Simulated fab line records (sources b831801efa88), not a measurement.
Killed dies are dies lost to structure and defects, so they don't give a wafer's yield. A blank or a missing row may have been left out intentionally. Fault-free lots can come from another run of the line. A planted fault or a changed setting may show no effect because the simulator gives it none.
Commonality check across tools || flow sky130 || Sample size 12 lots and 36 wafers

## THE REASON FOR OPENING IT
2 of 12 lots carry a flag on the reading VT_ADJUST_NCORE_TW at SKY_VT_ADJUST_NCORE_TW_MEAS_11. Wafers without a fault read 221.1, standard deviation 2.6.
Rule: flag the lot when none of its wafers has a number, or when each of its wafers that has one lies beyond 4 standard deviations from that mean. All remaining lots are regarded as sound.

{"lot": "L262", "measured": "day 8 11:43", "on": "film_metro-03", "VT_ADJUST_NCORE_TW, wafer by wafer": "219.5 218.4 218.9", "flag": ""}
{"lot": "L263", "measured": "day 8 17:37", "on": "film_metro-03", "VT_ADJUST_NCORE_TW, wafer by wafer": "219.0 219.6 219.9", "flag": ""}
{"lot": "L268", "measured": "day 10 16:01", "on": "film_metro-03", "VT_ADJUST_NCORE_TW, wafer by wafer": "219.8 219.7 219.7", "flag": ""}
{"lot": "L269", "measured": "day 10 16:40", "on": "film_metro-03", "VT_ADJUST_NCORE_TW, wafer by wafer": "219.2 218.4 219.8", "flag": ""}
{"lot": "L270", "measured": "day 10 22:22", "on": "film_metro-01", "VT_ADJUST_NCORE_TW, wafer by wafer": "225.5 223.6 224.2", "flag": ""}
{"lot": "L272", "measured": "day 11 16:29", "on": "film_metro-03", "VT_ADJUST_NCORE_TW, wafer by wafer": "220.3 218.5 219.8", "flag": ""}
{"lot": "L273", "measured": "day 11 19:23", "on": "film_metro-01", "VT_ADJUST_NCORE_TW, wafer by wafer": "224.9 225.9 226.4", "flag": ""}
{"lot": "L274", "measured": "day 12 07:28", "on": "film_metro-03", "VT_ADJUST_NCORE_TW, wafer by wafer": "219.8 219.6 219.1", "flag": ""}
{"lot": "L277", "measured": "day 12 23:14", "on": "film_metro-01", "VT_ADJUST_NCORE_TW, wafer by wafer": "223.4 225.8 224.3", "flag": ""}
{"lot": "L278", "measured": "day 13 07:52", "on": "film_metro-01", "VT_ADJUST_NCORE_TW, wafer by wafer": "155.2 155.3 156.0", "flag": "FLAGGED"}
{"lot": "L281", "measured": "day 14 04:56", "on": "film_metro-03", "VT_ADJUST_NCORE_TW, wafer by wafer": "152.1 151.6 152.3", "flag": "FLAGGED"}
{"lot": "L285", "measured": "day 15 15:13", "on": "film_metro-01", "VT_ADJUST_NCORE_TW, wafer by wafer": "225.4 223.8 223.8", "flag": ""}
On average the flagged lots' numbers are 153.8, which is -67.3 against the usual, or -26 standard deviations.

## TOOL THAT RAN EACH LOT
Before the reading, the record contains 2 process steps out of a 708-step route. In each cell: the tool, then ch and the chambers that the sampled wafers went through, then the start.
{"lot": "L262", "flag": "", "SKY_VT_ADJUST_LVTN_STRIP_20": "plasma_asher-01 ch 0,1, day 7 15:52", "SKY_VT_ADJUST_NCORE_IMPLANT_09": "implanter-03 ch 0, day 8 11:30"}
{"lot": "L263", "flag": "", "SKY_VT_ADJUST_LVTN_STRIP_20": "plasma_asher-03 ch 0,1, day 7 20:53", "SKY_VT_ADJUST_NCORE_IMPLANT_09": "implanter-02 ch 0, day 8 17:23"}
{"lot": "L268", "flag": "", "SKY_VT_ADJUST_LVTN_STRIP_20": "plasma_asher-03 ch 0,1, day 9 17:02", "SKY_VT_ADJUST_NCORE_IMPLANT_09": "implanter-03 ch 0, day 10 15:46"}
{"lot": "L269", "flag": "", "SKY_VT_ADJUST_LVTN_STRIP_20": "plasma_asher-03 ch 0,1, day 9 17:41", "SKY_VT_ADJUST_NCORE_IMPLANT_09": "implanter-01 ch 0, day 10 16:25"}
{"lot": "L270", "flag": "", "SKY_VT_ADJUST_LVTN_STRIP_20": "plasma_asher-03 ch 0,1, day 9 23:35", "SKY_VT_ADJUST_NCORE_IMPLANT_09": "implanter-02 ch 0, day 10 22:08"}
{"lot": "L272", "flag": "", "SKY_VT_ADJUST_LVTN_STRIP_20": "plasma_asher-03 ch 0,1, day 10 16:45", "SKY_VT_ADJUST_NCORE_IMPLANT_09": "implanter-03 ch 0, day 11 16:15"}
{"lot": "L273", "flag": "", "SKY_VT_ADJUST_LVTN_STRIP_20": "plasma_asher-03 ch 0,1, day 10 19:02", "SKY_VT_ADJUST_NCORE_IMPLANT_09": "implanter-03 ch 0, day 11 19:09"}
{"lot": "L274", "flag": "", "SKY_VT_ADJUST_LVTN_STRIP_20": "plasma_asher-02 ch 0,1, day 11 07:50", "SKY_VT_ADJUST_NCORE_IMPLANT_09": "implanter-01 ch 0, day 12 07:13"}
{"lot": "L277", "flag": "", "SKY_VT_ADJUST_LVTN_STRIP_20": "plasma_asher-01 ch 0,1, day 11 22:14", "SKY_VT_ADJUST_NCORE_IMPLANT_09": "implanter-02 ch 0, day 12 22:59"}
{"lot": "L278", "flag": "FLAGGED", "SKY_VT_ADJUST_LVTN_STRIP_20": "plasma_asher-01 ch 0,1, day 12 05:53", "SKY_VT_ADJUST_NCORE_IMPLANT_09": "implanter-03 ch 0, day 13 07:37"}
{"lot": "L281", "flag": "FLAGGED", "SKY_VT_ADJUST_LVTN_STRIP_20": "plasma_asher-02 ch 0,1, day 13 03:14", "SKY_VT_ADJUST_NCORE_IMPLANT_09": "implanter-03 ch 0, day 14 04:43"}
{"lot": "L285", "flag": "", "SKY_VT_ADJUST_LVTN_STRIP_20": "plasma_asher-01 ch 0,1, day 14 12:20", "SKY_VT_ADJUST_NCORE_IMPLANT_09": "implanter-01 ch 0, day 15 14:58"}
What the steps here do:
- SKY_VT_ADJUST_LVTN_STRIP_20: strips in O2/N2.
- SKY_VT_ADJUST_NCORE_IMPLANT_09
- SKY_VT_ADJUST_NCORE_TW_MEAS_11

## FLAGGED AGAINST TOTAL, ONE TOOL AT A TIME (gauges that did the reading follow at the end)
{"step": "SKY_VT_ADJUST_LVTN_STRIP_20", "tool": "plasma_asher-01", "lots run": 4, "flagged": 1, "share of the flagged lots": "some", "sound lots run after its first flagged lot": "1 (L285)"}
{"step": "SKY_VT_ADJUST_LVTN_STRIP_20", "tool": "plasma_asher-02", "lots run": 2, "flagged": 1, "share of the flagged lots": "some", "sound lots run after its first flagged lot": 0}
{"step": "SKY_VT_ADJUST_LVTN_STRIP_20", "tool": "plasma_asher-03", "lots run": 6, "flagged": 0, "share of the flagged lots": "none", "sound lots run after its first flagged lot": "-"}
{"step": "SKY_VT_ADJUST_NCORE_IMPLANT_09", "tool": "implanter-01", "lots run": 3, "flagged": 0, "share of the flagged lots": "none", "sound lots run after its first flagged lot": "-"}
{"step": "SKY_VT_ADJUST_NCORE_IMPLANT_09", "tool": "implanter-02", "lots run": 3, "flagged": 0, "share of the flagged lots": "none", "sound lots run after its first flagged lot": "-"}
{"step": "SKY_VT_ADJUST_NCORE_IMPLANT_09", "tool": "implanter-03", "lots run": 6, "flagged": 2, "share of the flagged lots": "all", "sound lots run after its first flagged lot": 0}
{"step": "SKY_VT_ADJUST_NCORE_TW_MEAS_11", "tool": "film_metro-01", "lots run": 5, "flagged": 1, "share of the flagged lots": "some", "sound lots run after its first flagged lot": "1 (L285)"}
{"step": "SKY_VT_ADJUST_NCORE_TW_MEAS_11", "tool": "film_metro-03", "lots run": 7, "flagged": 1, "share of the flagged lots": "some", "sound lots run after its first flagged lot": 0}

## WHAT THE TABLE PERMITS
All flagged lots share 1 row of the table, namely implanter-03 at SKY_VT_ADJUST_NCORE_IMPLANT_09.
- implanter-03 at SKY_VT_ADJUST_NCORE_IMPLANT_09: 2 of its 6 lots flagged. Its last sound lot is L273 (day 11 19:09), its first flagged lot L278 (day 13 07:37): a fault that began between those two fits. Its own readings lie more than 4 standard deviations out on every wafer of the flagged lots: dose_ions_cm2, faraday_current_uA.
Just one tool remains: implanter-03 at SKY_VT_ADJUST_NCORE_IMPLANT_09.

## WHAT THE SIMULATOR HAD PUT IN
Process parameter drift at SKY_VT_ADJUST_NCORE_IMPLANT_09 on implanter-03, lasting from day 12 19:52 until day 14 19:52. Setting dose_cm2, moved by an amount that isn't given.
Struck lots among those shown: L278, L281. The rule above reached the same finding.
